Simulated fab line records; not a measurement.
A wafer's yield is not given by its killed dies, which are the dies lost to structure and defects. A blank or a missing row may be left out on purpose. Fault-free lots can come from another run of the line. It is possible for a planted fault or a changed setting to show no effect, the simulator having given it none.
fab line records    flow gf180mcu    part 1 of 2: steps 1 to 28 of 39
record lots=5  wafers=15  last_day=33
route steps=602 shown HV_LDD@214 NSD@235 PSD@248
lots that met no fault: from a run of the same line without faults
start_h: hours from the record's first day to the start of the lot's first wafer shown    wait_h: hours since the lot's step before    " repeats the value in the row above    L1.1+2: a row that stands for several wafers    - no value, or no start given    * or withheld: withheld    < > ~ a bound
route shown NAME@n: NAME is a module with steps in the file, n the number in the route of the first one    usual: mean/standard deviation of fault-free wafers    same: alike in all rows    chamber/n: place in a boat    sites: each site's reading    _std_site: standard deviation across them    _edge_site: inner sites' mean taken away from outer sites' mean    radius_mm: how far each site lies from the wafer's centre    mask NAME#n: copy n    behind: tool/chamber where the wafer was last shaped    hold: what put the lot on hold/how long, in hours/how the hold closed    device: which transistor (n, p or np) failed to switch    end of line: the route-end tests of the same wafers    for a step that has no rows: nothing shown but its recipe    killed: at the first sort, the dies lost to defects and structure; wafer yield is something else    map: the dies of a wafer, with x for killed, . for not killed, _ for no die there
set.NAME: the run value of the setting; set.NAME@STEP: its run value at that earlier step    model.NAME: the simulator's own value behind a step, which no gauge read
lots at some steps of the route; a table a step, a row a wafer
services: from which hour (start_h, from the record's first day; less than 0 if before it) a tool's chamber was out of use, for how many hours, and why
## steps
# step GF_HV_LDD_TW_MEAS_38
# usual HV_LDD_3_TW=1435/11
lot.wafer  tool           chamber  start_h  wait_h  HV_LDD_3_TW
L076.4     film_metro-01  -        278.34   0.1     1437
L076.5     "              -        "        "       1443
L076.6     "              -        "        "       1440
L078.2     film_metro-03  -        293.07   0.1     1441
L078.4     "              -        "        "       1436
L078.5     "              -        "        "       1445
L080.1     film_metro-01  -        296.99   0.1     1436
L080.4     "              -        "        "       1438
L080.6     "              -        "        "       1441
L089.1     film_metro-04  -        365.69   0.1     1413
L089.4     "              -        "        "       1407
L089.6     "              -        "        "       1422
L091.3     film_metro-01  -        380.18   0.1     1441
L091.4     "              -        "        "       1445
L091.6     "              -        "        "       1441
# step GF_HV_LDD_DEHYDRATE_39
# recipe temp_c=200  time_s=60
# usual plate_temp_C=199.99/0.15
lot.wafer  tool            chamber  start_h  wait_h  plate_temp_C
L076.4     litho_track-03  0        287.28   8.9     199.54
L076.5     "               0        "        "       199.83
L076.6     "               0        "        "       199.83
L078.2     litho_track-02  0        302.68   9.6     200.29
L078.4     "               0        "        "       200.16
L078.5     "               0        "        "       200.20
L080.1     litho_track-02  0        305.90   8.9     200.25
L080.4     "               0        "        "       200.27
L080.6     "               0        "        "       200.05
L089.1     litho_track-01  0        376.54   10.8    199.72
L089.4     "               0        "        "       199.94
L089.6     "               0        "        "       199.86
L091.3     litho_track-03  0        390.91   10.7    200.02
L091.4     "               0        "        "       199.98
L091.6     "               0        "        "       199.97
# step GF_HV_LDD_HMDS_40
# recipe prime_time_s=60  prime_temp_c=120
lot.wafer   tool            chamber  start_h  wait_h
L076.4+5+6  litho_track-03  0        287.43   0.1
L078.2+4+5  litho_track-02  0        302.83   0.1
L080.1+4+6  litho_track-02  0        306.05   0.1
L089.1+4+6  litho_track-01  0        376.69   0.1
L091.3+4+6  litho_track-03  0        391.06   0.1
# step GF_HV_LDD_COAT_41
# recipe resist=NOVOLAK  spin_rpm=3000  resist_thk_nm=1000
lot.wafer   tool            chamber  start_h  wait_h
L076.4+5+6  litho_track-03  0        287.58   0.1
L078.2+4+5  litho_track-02  0        302.98   0.1
L080.1+4+6  litho_track-02  0        306.20   0.1
L089.1+4+6  litho_track-01  0        376.84   0.1
L091.3+4+6  litho_track-03  0        391.21   0.1
# step GF_HV_LDD_SOFTBAKE_42
# recipe temp_c=90  time_s=60  resist=NOVOLAK
# usual plate_temp_C=90.01/0.13
lot.wafer  tool            chamber  start_h  wait_h  plate_temp_C
L076.4     litho_track-03  0        287.73   0.1     89.93
L076.5     "               0        "        "       89.93
L076.6     "               0        "        "       90.06
L078.2     litho_track-02  0        303.13   0.1     89.89
L078.4     "               0        "        "       90.19
L078.5     "               0        "        "       90.27
L080.1     litho_track-02  0        306.35   0.1     89.95
L080.4     "               0        "        "       90.09
L080.6     "               0        "        "       90.23
L089.1     litho_track-01  0        376.99   0.1     90.09
L089.4     "               0        "        "       90.03
L089.6     "               0        "        "       89.97
L091.3     litho_track-03  0        391.36   0.1     89.86
L091.4     "               0        "        "       89.97
L091.6     "               0        "        "       89.82
# step GF_HV_LDD_EXPOSE_43
# recipe mask_id=Pplus_HV_AREA  target_cd_nm=400  na=0.6  source_shape=conventional  sigma_outer=0.6  dose_mj=140
lot.wafer   tool              chamber  start_h  wait_h  mask
L076.4+5+6  iline_stepper-02  0        -        -       Pplus_HV_AREA#0
L078.2+4+5  iline_stepper-02  0        -        -       Pplus_HV_AREA#0
L080.1+4+6  iline_stepper-02  0        -        -       Pplus_HV_AREA#0
L089.1+4+6  iline_stepper-01  0        -        -       Pplus_HV_AREA#0
L091.3+4+6  iline_stepper-02  0        -        -       Pplus_HV_AREA#0
# step GF_HV_LDD_PEB_44
# recipe temp_c=withheld  time_s=*  resist=NOVOLAK
lot.wafer   tool            chamber  start_h  wait_h
L076.4+5+6  litho_track-03  0        -        -
L078.2+4+5  litho_track-02  0        -        -
L080.1+4+6  litho_track-02  0        -        -
L089.1+4+6  litho_track-02  0        -        -
L091.3+4+6  litho_track-02  0        -        -
# step GF_HV_LDD_DEVELOP_45
# recipe develop_time_s=60  dev_temp_c=23
# usual developer_temp_C=23.00/0.1
lot.wafer  tool            chamber  start_h  wait_h  developer_temp_C
L076.4     litho_track-03  0        297.73   0.1     23.08
L076.5     "               0        "        "       23.04
L076.6     "               0        "        "       23.01
L078.2     litho_track-02  0        313.53   0.1     22.90
L078.4     "               0        "        "       22.91
L078.5     "               0        "        "       22.81
L080.1     litho_track-02  0        316.30   0.1     23.17
L080.4     "               0        "        "       23.14
L080.6     "               0        "        "       23.13
L089.1     litho_track-02  0        387.95   0.1     22.94
L089.4     "               0        "        "       22.95
L089.6     "               0        "        "       22.91
L091.3     litho_track-02  0        403.10   0.1     23.09
L091.4     "               0        "        "       23.03
L091.6     "               0        "        "       23.05
# step GF_HV_LDD_CD_MEAS_46
# recipe target_cd_nm=400
# usual cd_nm=400.3/2.6
lot.wafer  tool       chamber  start_h  wait_h  cd_nm
L076.4     cd_sem-02  -        297.87   0.1     397.6
L076.5     "          -        "        "       399.8
L076.6     "          -        "        "       399.7
L078.2     cd_sem-01  -        313.67   0.1     405.4
L078.4     "          -        "        "       405.8
L078.5     "          -        "        "       403.8
L080.1     cd_sem-01  -        316.45   0.1     402.1
L080.4     "          -        "        "       401.7
L080.6     "          -        "        "       403.0
L089.1     cd_sem-02  -        388.10   0.1     401.7
L089.4     "          -        "        "       400.4
L089.6     "          -        "        "       399.5
L091.3     cd_sem-02  -        403.24   0.1     399.1
L091.4     "          -        "        "       401.1
L091.6     "          -        "        "       401.5
# step GF_HV_LDD_OVL_MEAS_47
# usual HV_LDD_03_OVL=-0.1/1.3
lot.wafer  tool        chamber  start_h  wait_h  HV_LDD_03_OVL[nm]
L076.4     overlay-01  -        297.95   0.1     2.1
L076.5     "           -        "        "       0.6
L076.6     "           -        "        "       1.3
L078.2     overlay-02  -        313.78   0.1     0.4
L078.4     "           -        "        "       1.1
L078.5     "           -        "        "       1.0
L080.1     overlay-02  -        316.57   0.1     -0.5
L080.4     "           -        "        "       -0.6
L080.6     "           -        "        "       -0.1
L089.1     overlay-01  -        388.22   0.1     -2.1
L089.4     "           -        "        "       -0.7
L089.6     "           -        "        "       -1.7
L091.3     overlay-01  -        403.33   0.1     -1.6
L091.4     "           -        "        "       -1.6
L091.6     "           -        "        "       -0.3
# step GF_HV_LDD_IMPLANT_48
# recipe species=B  energy_kev=25  dose_cm2=3e+13  tilt_deg=7
# usual faraday_current_uA=170/3.3
lot.wafer  tool          chamber  start_h  wait_h  faraday_current_uA
L076.4     implanter-04  0        298.04   0.1     166
L076.5     "             0        "        "       167
L076.6     "             0        "        "       171
L078.2     implanter-04  0        313.83   0.0     172
L078.4     "             0        "        "       172
L078.5     "             0        "        "       172
L080.1     implanter-01  0        316.61   0.0     171
L080.4     "             0        "        "       166
L080.6     "             0        "        "       172
L089.1     implanter-04  0        388.25   0.0     167
L089.4     "             0        "        "       171
L089.6     "             0        "        "       180
L091.3     implanter-01  0        403.40   0.1     163
L091.4     "             0        "        "       168
L091.6     "             0        "        "       172
# step GF_HV_LDD_STRIP_49
# recipe chemistry=O2/N2  power_w=1400  pressure_mtorr=1500  platen_temp_c=250  o2_flow_sccm=3000  n2_flow_sccm=300  overash_fraction=0.5
# usual drypump_motor_current_A=5.7/0.46  heater_power_w=346/21  o2_flow_sccm=2998/8.6  oes_product_au=0.715/0.0042  strip_time_to_endpoint_s=12.62/0.034
lot.wafer  tool             chamber  start_h  wait_h  drypump_motor_current_A  heater_power_w  o2_flow_sccm  oes_product_au  rf_hours_counter_h  strip_time_to_endpoint_s
L076.4     plasma_asher-03  1        298.15   0.1     6.5                      339             2997          0.715           -                   12.60
L076.5     "                0        "        "       5.2                      356             2990          0.716           -                   12.64
L076.6     "                1        "        "       6.5                      341             3007          0.715           -                   12.62
L078.2     plasma_asher-04  1        313.96   0.1     5.8                      360             2999          0.712           51                  12.62
L078.4     "                1        "        "       5.7                      380             3000          0.711           -                   12.60
L078.5     "                0        "        "       5.5                      329             2993          0.711           -                   12.57
L080.1     plasma_asher-03  0        316.76   0.1     5.2                      358             3005          0.721           68                  12.60
L080.4     "                0        "        "       5.3                      345             2991          0.719           -                   12.61
L080.6     "                1        "        "       6.5                      350             2992          0.718           -                   12.60
L089.1     plasma_asher-04  1        388.40   0.1     5.7                      365             3001          0.709           59                  12.64
L089.4     "                0        "        "       5.5                      335             2996          0.704           -                   12.63
L089.6     "                1        "        "       5.7                      363             3003          0.721           -                   12.61
L091.3     plasma_asher-02  0        403.54   0.1     5.4                      350             2987          0.711           -                   12.64
L091.4     "                1        "        "       5.4                      282             3000          0.716           -                   12.63
L091.6     "                0        "        "       5.4                      354             2986          0.723           -                   12.65
# step GF_HV_LDD_TW_MEAS_50
# usual HV_LDD_4_TW=569/5.3
lot.wafer  tool           chamber  start_h  wait_h  HV_LDD_4_TW
L076.4     film_metro-01  -        298.24   0.1     570
L076.5     "              -        "        "       573
L076.6     "              -        "        "       571
L078.2     film_metro-01  -        314.07   0.1     576
L078.4     "              -        "        "       575
L078.5     "              -        "        "       575
L080.1     film_metro-03  -        316.86   0.1     569
L080.4     "              -        "        "       573
L080.6     "              -        "        "       572
L089.1     film_metro-04  -        388.50   0.1     562
L089.4     "              -        "        "       564
L089.6     "              -        "        "       560
L091.3     film_metro-04  -        403.62   0.1     561
L091.4     "              -        "        "       564
L091.6     "              -        "        "       560
# step GF_HV_LDD_CLEAN_51
# recipe chemistry=SC1/SC2  mix=1:4:20  temp_c=70  time_s=150  dry=n2_spin
# usual bath_heat_duty_pct=13.0/1.5  temp_c=69.95/0.12
lot.wafer  tool          chamber  start_h  wait_h  bath_heat_duty_pct  temp_c
L076.4     wet_bench-04  0        298.27   0.0     11.3                70.01
L076.5     "             0        "        "       12.3                69.81
L076.6     "             0        "        "       10.4                69.90
L078.2     wet_bench-02  3        314.12   0.0     15.2                69.78
L078.4     "             3        "        "       15.5                69.76
L078.5     "             3        "        "       15.4                69.62
L080.1     wet_bench-02  0        316.92   0.1     13.2                69.89
L080.4     "             0        "        "       12.8                69.83
L080.6     "             0        "        "       12.7                69.75
L089.1     wet_bench-03  0        388.56   0.1     12.8                69.82
L089.4     "             0        "        "       12.9                69.86
L089.6     "             0        "        "       12.8                69.95
L091.3     wet_bench-03  3        403.66   0.0     14.2                69.89
L091.4     "             3        "        "       14.7                69.97
L091.6     "             3        "        "       13.3                69.86
# step GF_HV_LDD_RTA_52
# recipe temp_c=1000  time_s=10  ambient=N2
# usual wafer_temp_C_max=1004.3/0.99
# same lamp_power_pct=34.7
lot.wafer  tool           chamber  start_h  wait_h  wafer_temp_C_max
L076.4     rtp_anneal-01  0        298.37   0.0     1004.2
L076.5     "              0        "        "       1004.4
L076.6     "              0        "        "       1004.0
L078.2     rtp_anneal-01  0        314.18   0.0     1003.8
L078.4     "              0        "        "       1002.9
L078.5     "              0        "        "       1004.3
L080.1     rtp_anneal-01  0        316.97   0.0     1003.7
L080.4     "              0        "        "       1003.9
L080.6     "              0        "        "       1004.3
L089.1     rtp_anneal-01  0        388.61   0.0     1004.5
L089.4     "              0        "        "       1003.6
L089.6     "              0        "        "       1003.2
L091.3     rtp_anneal-01  0        403.74   0.0     1003.5
L091.4     "              0        "        "       1003.4
L091.6     "              0        "        "       1004.7
# step GF_HV_LDD_RS_MEAS_53
# recipe thk_meas_gauge=four-point-probe
# usual HV_LDD_RS=418.1/1
lot.wafer  tool           chamber  start_h  wait_h  HV_LDD_RS[ohm/sq]
L076.4     film_metro-03  -        298.46   0.1     418.6
L076.5     "              -        "        "       418.8
L076.6     "              -        "        "       419.3
L078.2     film_metro-03  -        314.25   0.1     417.9
L078.4     "              -        "        "       416.6
L078.5     "              -        "        "       418.4
L080.1     film_metro-03  -        317.03   0.1     418.8
L080.4     "              -        "        "       418.4
L080.6     "              -        "        "       418.7
L089.1     film_metro-04  -        388.68   0.1     418.2
L089.4     "              -        "        "       418.5
L089.6     "              -        "        "       418.4
L091.3     film_metro-04  -        403.83   0.1     416.2
L091.4     "              -        "        "       416.3
L091.6     "              -        "        "       417.2
# step GF_HV_LDD_CVD_54
# recipe material=SiO2  target_thk_nm=10  precursor=TEOS  temp_c=680  time_s=75  pressure_mtorr=400
# usual spike_tc_upper_C=679.9/1.3  zone_power_centre_pct=11.89/0.16
lot.wafer  tool      chamber  start_h  wait_h  spike_tc_upper_C  zone_power_centre_pct
L076.4     lpcvd-02  1        299.01   0.5     680.5             11.83
L076.5     "         1        "        "       678.5             11.79
L076.6     "         1        "        "       679.8             11.98
L078.2     lpcvd-02  0        314.35   0.1     680.5             11.75
L078.4     "         0        "        "       681.3             11.61
L078.5     "         0        "        "       679.7             11.54
L080.1     lpcvd-01  0        317.15   0.1     679.6             11.79
L080.4     "         0        "        "       679.8             12.25
L080.6     "         0        "        "       679.1             12.07
L089.1     lpcvd-02  1        388.80   0.1     680.8             11.75
L089.4     "         1        "        "       679.3             11.80
L089.6     "         1        "        "       681.3             11.93
L091.3     lpcvd-01  0        403.91   0.1     679.8             12.12
L091.4     "         0        "        "       681.6             11.94
L091.6     "         0        "        "       679.1             12.00
# step GF_HV_LDD_THK_MEAS_55
# recipe reads=SiO2_of_HV_LDD_CVD_54
# usual HV_LDD_CVD_54_THK=10.00/0.12
lot.wafer  tool           chamber  start_h  wait_h  HV_LDD_CVD_54_THK[nm]
L076.4     film_metro-01  -        300.58   0.0     10.09
L076.5     "              -        "        "       10.15
L076.6     "              -        "        "       10.23
L078.2     film_metro-01  -        315.38   0.0     10.08
L078.4     "              -        "        "       10.07
L078.5     "              -        "        "       10.00
L080.1     film_metro-01  -        318.17   0.0     10.00
L080.4     "              -        "        "       10.09
L080.6     "              -        "        "       9.94
L089.1     film_metro-04  -        389.82   0.0     9.94
L089.4     "              -        "        "       9.99
L089.6     "              -        "        "       10.00
L091.3     film_metro-01  -        405.46   0.0     9.89
L091.4     "              -        "        "       9.97
L091.6     "              -        "        "       10.08
# step GF_HV_LDD_CVD_56
# recipe material=Si3N4  precursor=DCS/NH3  target_thk_nm=90  temp_c=770  time_s=1543  pressure_mtorr=250
# usual spike_tc_upper_C=770.0/1.3  zone_power_centre_pct=14.91/0.25
lot.wafer  tool      chamber  start_h  wait_h  spike_tc_upper_C  zone_power_centre_pct
L076.4     lpcvd-01  1        300.61   0.0     768.2             15.02
L076.5     "         1        "        "       770.3             14.88
L076.6     "         1        "        "       768.6             15.04
L078.2     lpcvd-01  0        315.43   0.0     769.5             15.51
L078.4     "         0        "        "       768.9             15.21
L078.5     "         0        "        "       769.6             15.11
L080.1     lpcvd-01  1        318.23   0.1     768.3             15.25
L080.4     "         1        "        "       768.7             15.05
L080.6     "         1        "        "       769.0             15.09
L089.1     lpcvd-01  1        389.88   0.1     767.1             15.08
L089.4     "         1        "        "       768.6             14.93
L089.6     "         1        "        "       768.8             14.71
L091.3     lpcvd-02  1        405.50   0.0     771.4             14.86
L091.4     "         1        "        "       771.0             15.14
L091.6     "         1        "        "       770.7             14.90
# step GF_HV_LDD_THK_MEAS_57
# recipe reads=Si3N4_of_HV_LDD_CVD_56
# usual HV_LDD_CVD_56_THK=89.8/0.75
lot.wafer  tool           chamber  start_h  wait_h  HV_LDD_CVD_56_THK[nm]
L076.4     film_metro-01  -        302.07   0.0     89.2
L076.5     "              -        "        "       89.4
L076.6     "              -        "        "       89.6
L078.2     film_metro-01  -        316.87   0.0     89.6
L078.4     "              -        "        "       88.6
L078.5     "              -        "        "       88.5
L080.1     film_metro-03  -        319.66   0.0     91.2
L080.4     "              -        "        "       90.2
L080.6     "              -        "        "       90.6
L089.1     film_metro-03  -        391.31   0.0     88.3
L089.4     "              -        "        "       88.7
L089.6     "              -        "        "       88.4
L091.3     film_metro-04  -        407.66   0.0     89.3
L091.4     "              -        "        "       89.0
L091.6     "              -        "        "       89.7
# step GF_HV_LDD_ETCHBACK_58
# recipe chemistry=CH3F/O2  target=Si3N4  stop_on=SiO2  source_w=400  bias_w=80  pressure_mtorr=25  ch3f_flow_sccm=40  O2_flow_sccm=30  time_s=100  target_depth_a=900
# usual drypump_motor_current_A=5.5/0.56  oes_product_au=0.841/0.0059  throttle_valve_pct=10.559/0.0088
lot.wafer  tool         chamber  start_h  wait_h  drypump_motor_current_A  oes_product_au  rf_hours_counter_h  throttle_valve_pct
L076.4     rie_diel-04  3        302.10   0.0     4.8                      0.837           103                 10.572
L076.5     "            1        "        "       6.3                      0.838           -                   10.557
L076.6     "            0        "        "       5.2                      0.837           -                   10.565
L078.2     rie_diel-02  3        316.92   0.0     5.4                      0.846           111                 10.559
L078.4     "            0        "        "       4.6                      0.837           5                   10.559
L078.5     "            3        "        "       5.3                      0.834           -                   10.564
L080.1     rie_diel-04  1        319.72   0.1     6.2                      0.849           3                   10.549
L080.4     "            1        "        "       6.2                      0.842           -                   10.554
L080.6     "            0        "        "       5.3                      0.846           -                   10.566
L089.1     rie_diel-01  2        391.37   0.1     5.3                      0.822           76                  10.558
L089.4     "            3        "        "       6.1                      0.842           6                   10.569
L089.6     "            2        "        "       5.3                      0.828           -                   10.546
L091.3     rie_diel-04  1        407.70   0.0     6.2                      0.843           5                   10.557
L091.4     "            3        "        "       4.8                      0.843           106                 10.553
L091.6     "            3        "        "       4.8                      0.839           -                   10.555
# step GF_NSD_DEHYDRATE_00
# recipe temp_c=200  time_s=60
# usual plate_temp_C=200.00/0.16
lot.wafer  tool            chamber  start_h  wait_h  plate_temp_C
L076.4     litho_track-01  0        312.11   10.0    200.17
L076.5     "               0        "        "       200.20
L076.6     "               0        "        "       199.99
L078.2     litho_track-04  0        326.00   9.0     200.07
L078.4     "               0        "        "       200.07
L078.5     "               0        "        "       200.20
L080.1     litho_track-02  0        329.15   9.4     200.17
L080.4     "               0        "        "       200.17
L080.6     "               0        "        "       200.01
L089.1     litho_track-01  0        402.49   11.1    199.85
L089.4     "               0        "        "       199.95
L089.6     "               0        "        "       200.02
L091.3     litho_track-02  0        419.10   11.4    199.79
L091.4     "               0        "        "       200.00
L091.6     "               0        "        "       199.87
# step GF_NSD_HMDS_01
# recipe prime_time_s=60  prime_temp_c=120
lot.wafer   tool            chamber  start_h  wait_h
L076.4+5+6  litho_track-01  0        312.26   0.1
L078.2+4+5  litho_track-04  0        326.15   0.1
L080.1+4+6  litho_track-02  0        329.30   0.1
L089.1+4+6  litho_track-01  0        402.64   0.1
L091.3+4+6  litho_track-02  0        419.25   0.1
# step GF_NSD_COAT_02
# recipe resist=NOVOLAK  spin_rpm=3000  resist_thk_nm=1000
lot.wafer   tool            chamber  start_h  wait_h
L076.4+5+6  litho_track-01  0        312.41   0.1
L078.2+4+5  litho_track-04  0        326.30   0.1
L080.1+4+6  litho_track-02  0        329.45   0.1
L089.1+4+6  litho_track-01  0        402.79   0.1
L091.3+4+6  litho_track-02  0        419.40   0.1
# step GF_NSD_SOFTBAKE_03
# recipe temp_c=90  time_s=60  resist=NOVOLAK
# usual plate_temp_C=90.01/0.12
lot.wafer  tool            chamber  start_h  wait_h  plate_temp_C
L076.4     litho_track-01  0        312.56   0.1     90.06
L076.5     "               0        "        "       89.88
L076.6     "               0        "        "       89.99
L078.2     litho_track-04  0        326.45   0.1     89.94
L078.4     "               0        "        "       90.08
L078.5     "               0        "        "       90.03
L080.1     litho_track-02  0        329.60   0.1     89.80
L080.4     "               0        "        "       89.87
L080.6     "               0        "        "       90.09
L089.1     litho_track-01  0        402.94   0.1     89.78
L089.4     "               0        "        "       89.85
L089.6     "               0        "        "       89.79
L091.3     litho_track-02  0        419.55   0.1     90.07
L091.4     "               0        "        "       89.95
L091.6     "               0        "        "       89.99
# step GF_NSD_EXPOSE_04
# recipe mask_id=Nplus  target_cd_nm=400  na=0.6  source_shape=conventional  sigma_outer=0.6  dose_mj=140
lot.wafer   tool              chamber  start_h  wait_h  mask
L076.4+5+6  iline_stepper-02  0        -        -       Nplus#0
L078.2+4+5  iline_stepper-01  0        -        -       Nplus#0
L080.1+4+6  iline_stepper-02  0        -        -       Nplus#0
L089.1+4+6  iline_stepper-02  0        -        -       Nplus#0
L091.3+4+6  iline_stepper-02  0        -        -       Nplus#0
# step GF_NSD_PEB_05
# recipe temp_c=withheld  time_s=*  resist=NOVOLAK
lot.wafer   tool            chamber  start_h  wait_h
L076.4+5+6  litho_track-02  0        -        -
L078.2+4+5  litho_track-02  0        -        -
L080.1+4+6  litho_track-04  0        -        -
L089.1+4+6  litho_track-04  0        -        -
L091.3+4+6  litho_track-01  0        -        -
# step GF_NSD_DEVELOP_06
# recipe develop_time_s=60  dev_temp_c=23
# usual developer_temp_C=22.99/0.11
lot.wafer  tool            chamber  start_h  wait_h  developer_temp_C
L076.4     litho_track-02  0        322.93   0.1     23.16
L076.5     "               0        "        "       23.19
L076.6     "               0        "        "       22.99
L078.2     litho_track-02  0        336.92   0.1     22.91
L078.4     "               0        "        "       23.13
L078.5     "               0        "        "       22.96
L080.1     litho_track-04  0        340.27   0.1     22.86
L080.4     "               0        "        "       22.95
L080.6     "               0        "        "       22.88
L089.1     litho_track-04  0        414.17   0.1     23.08
L089.4     "               0        "        "       23.19
L089.6     "               0        "        "       23.12
L091.3     litho_track-01  0        431.49   0.1     23.03
L091.4     "               0        "        "       22.97
L091.6     "               0        "        "       23.03
